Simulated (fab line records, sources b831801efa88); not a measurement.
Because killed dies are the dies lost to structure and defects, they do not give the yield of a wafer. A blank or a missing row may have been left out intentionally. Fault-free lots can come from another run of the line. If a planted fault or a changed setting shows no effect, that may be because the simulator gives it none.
The tool behind it: which one? -- flow sky130 -- route of 708 steps, sampled at 1 step: 12 lots, 36 wafers

## WHAT THE GAUGES READ, wafer by wafer
SKY_VIA3_RS_MEAS_22: measures by four-point-probe. Usual: VIA3_W_RS 0.293 ohm/sq, standard deviation 0.0037.
lot,measured,on,VIA3_W_RS (ohm/sq),flag
L928,day 40 03:16,filmMetro-02,0.297 0.292 0.297,
L930,day 40 07:34,filmMetro-04,0.294 0.295 0.289,
L931,day 40 11:12,filmMetro-04,0.299 0.296 0.299,
L933,day 41 07:23,filmMetro-03,0.300 0.292 0.294,
L934,day 41 11:53,filmMetro-02,0.295 0.296 0.296,
L935,day 41 20:34,filmMetro-03,0.293 0.288 0.290,
L936,day 41 21:43,filmMetro-03,0.292 0.293 0.290,
L937,day 42 09:58,filmMetro-03,0.294 0.296 0.300,
L938,day 42 23:56,filmMetro-04,0.292 0.293 0.294,
L942,day 44 00:20,filmMetro-04,0.292 0.289 0.290,
L943,day 44 05:32,filmMetro-04,0.297 0.297 0.292,
L950,day 45 16:37,filmMetro-02,0.287 0.295 0.297,

## EACH LOT AND THE TOOL THAT RAN IT (in order: tool; ch and the chambers of the sampled wafers; start)
There is no process step in the record ahead of these readings.

## WHAT THE TOOLS THEMSELVES READ (means of the sampled wafers that have a number; where no wafer has one, the mark that the record gives instead)
The record holds no such reading with a usual standard deviation.

## THE ANSWER, worked out from the rows above alone
Rule: lot off if the mean of its wafers having a number is beyond 3 standard deviations from the usual mean. A lot without any number at a reading at which 4 lots or more have one is off too. All remaining lots with rows at the step are treated as sound. Order of review: gauges by route order, followed by the tools' own readings, for which a lot's mean as printed above is used. The first step at which some lot is off is used, and at that step the reading that is off furthest; a lot without a number counts as furthest.
No lot is off at any reading shown: from this, nothing can be told.

## WHAT THE SIMULATOR HAD INSERTED
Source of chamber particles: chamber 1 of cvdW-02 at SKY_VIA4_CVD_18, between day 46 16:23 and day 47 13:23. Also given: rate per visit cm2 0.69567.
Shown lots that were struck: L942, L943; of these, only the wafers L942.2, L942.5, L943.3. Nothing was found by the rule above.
